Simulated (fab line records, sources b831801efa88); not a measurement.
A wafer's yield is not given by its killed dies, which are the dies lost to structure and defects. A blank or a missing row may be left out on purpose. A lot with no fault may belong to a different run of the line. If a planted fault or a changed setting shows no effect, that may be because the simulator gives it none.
Which of the tools did it? + flow gf180mcu + 7 lots (21 wafers sampled), 1 step of a 602-step route

## WHAT THE GAUGES READ, wafer by wafer
GF_POLY_GATE_CD_MEAS_10: the cd target is 280 nm.
| lot  | measured     | on        | cd-nm (nm)        |
|------|--------------|-----------|-------------------|
| L771 | day 10 05:23 | cd-sem-01 | 281.5 280.6 280.2 |
| L773 | day 10 16:35 | cd-sem-01 | 280.9 280.5 279.6 |
| L776 | day 11 11:14 | cd-sem-02 | 282.0 280.2 279.9 |
| L778 | day 12 05:31 | cd-sem-02 | 280.0 280.8 281.3 |
| L785 | day 14 04:28 | cd-sem-01 | 280.8 281.2 281.1 |
| L788 | day 15 00:37 | cd-sem-02 | 280.8 280.9 280.3 |
| L791 | day 16 06:11 | cd-sem-01 | 280.9 280.8 280.3 |

## EACH LOT AND THE TOOL THAT RAN IT (in order: tool; ch and the chambers of the sampled wafers; start)
Record: no process step prior to these readings.

## THE ANSWER, worked out from the rows above alone
Rule: the lots themselves supply what counts as usual. Put in order of their means at a reading, lots are off if they are a third of the lots or fewer, leave a main group of 4 or more, and stand apart from it by a gap of 3 or more times the standard deviation of the main group's means; of several such gaps the widest counts. A main group is skipped when, at the precision printed for the reading in the tables above, its means are all equal. Also off: a lot with no number at a reading for which 4 or more lots have one. The other lots that the step has rows for count as sound.
Across all readings shown, no lot is off: no conclusion can be drawn from this.

## WHAT THE SIMULATOR HAD INSERTED
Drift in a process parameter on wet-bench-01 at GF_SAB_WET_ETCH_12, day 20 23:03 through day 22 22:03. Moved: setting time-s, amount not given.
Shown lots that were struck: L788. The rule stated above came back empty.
